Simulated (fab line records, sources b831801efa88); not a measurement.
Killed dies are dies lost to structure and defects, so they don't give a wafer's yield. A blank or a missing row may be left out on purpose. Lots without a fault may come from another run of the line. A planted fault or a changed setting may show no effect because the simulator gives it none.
One fault seen from 2 desks | flow gf180mcu | each desk has only its own numbers; what lay behind them comes last

THE METROLOGY DESK
What the gauges read, lot by lot, whatever tool the lot ran on: means of the sampled wafers that have a number. A lot is out of limits, marked OUT, if its mean lies more than 4 standard deviations from the usual mean; the brackets give that distance.
Columns: A = V4_W_RS at GF_V4_RS_MEAS_24, usual 0.328 ohm/sq; B = V4_W_THK at GF_V4_THK_MEAS_25, usual 354 nm; C = MIM_CVD_05_THK at GF_MIM_THK_MEAS_06, usual 42.0 nm; D = MIM_ALCU_RS at GF_MIM_RS_MEAS_10, usual 0.1596 ohm/sq; E = MIM_ALCU_THK at GF_MIM_THK_MEAS_11, usual 199.7 nm; F = cd_nm at GF_M5_CD_MEAS_07, usual 280.0 nm; G = M5_OVL at GF_M5_OVL_MEAS_08, usual 1 nm
lot  | first seen here | A     | B   | C    | D      | E     | F     | G
L457 | day 24 15:54    | 0.334 | 346 | 41.9 | 0.1608 | 198.2 | 279.8 | -5
L468 | day 28 10:14    | 0.328 | 357 | 41.7 | 0.1601 | 199.3 | 280.3 | -1
L471 | day 29 12:32    | 0.323 | 360 | 42.6 | 0.1593 | 200.8 | 280.8 | 0
L474 | day 30 05:19    | 0.330 | 350 | 42.2 | 0.1626 | 198.0 | 280.4 | 12
L477 | day 30 14:45    | 0.327 | 355 | 42.5 | 0.1590 | 202.5 | 279.0 | 10
L478 | day 30 19:59    | 0.325 | 358 | 41.7 | 0.1589 | 200.6 | 279.0 | -3
L480 | day 31 04:04    | 0.330 | 350 | 41.3 | 0.1607 | 197.8 | 278.9 | 4
This desk's finding: nothing out of limits on any of the 7 lots.

THE TOOL OWNER'S DESK: pvd_sputter-04
The tool's own readings at GF_MIM_SPUTTER_09 (material TiN, target thk 35 nm, time 29.2 s): means of the sampled wafers that have a number, for each lot that ran on this tool. A lot is out of limits, marked OUT, if its mean lies more than 4 standard deviations from the usual mean; the brackets give that distance.
Columns: A = throttle_valve_pct at GF_MIM_SPUTTER_09, usual 29.6 %
lot  | first seen here | A
L457 | day 24 16:43    | 29.7
L471 | day 29 13:25    | 30.7
L474 | day 30 06:08    | 29.1
L477 | day 30 15:35    | 27.4
This desk's finding: nothing out of limits on any of the 4 lots.

PUT TOGETHER
The metrology desk saw nothing out of limits.
The tool owner's desk saw nothing out of limits.

WHAT THE SIMULATOR HAD PUT IN
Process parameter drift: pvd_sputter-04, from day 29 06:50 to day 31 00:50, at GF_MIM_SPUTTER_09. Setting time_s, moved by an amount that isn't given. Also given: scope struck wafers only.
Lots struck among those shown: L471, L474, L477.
